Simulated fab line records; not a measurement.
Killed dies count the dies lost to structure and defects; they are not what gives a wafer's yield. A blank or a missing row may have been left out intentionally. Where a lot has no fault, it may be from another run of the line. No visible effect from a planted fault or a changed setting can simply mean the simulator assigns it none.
Problem report in the 8D (eight disciplines) form, filled by code -- flow sky130 -- the parts of the form that need people (team, actions taken, sign-off) are left out

## 1. THE ISSUE
At SKY_VIA2_DEVELOP_11, developer temp C averages 23.11 C over 6 wafers from 2 lots, while fault-free wafers read 21.01 C, standard deviation 0.083. That is +25 standard deviations from the usual mean.
The step: develop time 60 s.
First observed at day 39 17:00: wafer L562.1, on litho track-01. At this step, 39 wafers from 13 lots have a number in the record. By rule, "out" or "out of limits" means more than 4 standard deviations away from the usual mean. Any other wafer with a number is counted as sound.

## 2. WHAT IT IS, AND WHAT IT ISN'T
question,is,is not
which readings at this step,developer temp C,-
which lots,"L562, L564","L552, L553, L554, L556, L557, L561, L569, L572, L573, L574, L575"
which wafers of those lots,all that have a number,-
read on which tools,litho track-01,"litho track-02, litho track-04"
when,from day 39 17:00,"up to then (18 sound wafers); but 15 sound wafers of L569, L572, L573, L574, L575 came after"

## 3. WHAT RULES OUT EACH SUSPECT
Counting: any tool at a process step up to the reading is kept as a suspect provided that every lot that is out went through it and no sound lot did after the first of them.
- rie metal-04 at SKY_METAL2_DESCUM_17 (chemistry O2, time 8 s): ruled out as a lasting fault. Following L562 (day 38 15:20), the first lot on it that is out, the sound lots L569, L574 were run on it.
- cmp-02 at SKY_VIA2_CMP_02 (polishes SiO2): ruled out as a lasting fault. Following L562 (day 38 16:22), the first lot on it that is out, the sound lots L569, L572, L573 were run on it.
- litho track-01 at SKY_VIA2_DEVELOP_11 (develop time 60 s): ruled out as a lasting fault. Following L562 (day 39 17:00), the first lot on it that is out, the sound lots L574 were run on it.
Left after counting: nothing in the record.

## 4. THE CAUSE (what the simulator had put in)
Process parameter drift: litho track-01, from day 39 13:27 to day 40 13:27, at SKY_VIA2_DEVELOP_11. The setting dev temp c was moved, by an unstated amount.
Counting ruled it out, wrongly.

## 5. SEQUENCE OF EFFECTS, ordered by route
Each row: a reading whose mean over the struck wafers that have a number lies more than 3 standard deviations from the usual. Readings are gone through only where the record gives a usual standard deviation; hours: the median, over the lots, of the time from a lot's start at the first step in this table giving one to that lot's start at this step; sigmas: the change measured in usual standard deviations.
hours,step,reading,usual,on struck wafers,change,sigmas
0,SKY_VIA2_DEVELOP_11,developer temp C,21.01 C,23.11,+2.10,+25
Process steps it contains:
- SKY_VIA2_DEVELOP_11: develop time 60 s.

## 6. WHAT WOULD HAVE CAUGHT IT SOONER
4 hours passed between the start of the fault at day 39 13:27 and the first reading out of limits in this record, taken at day 39 17:00.
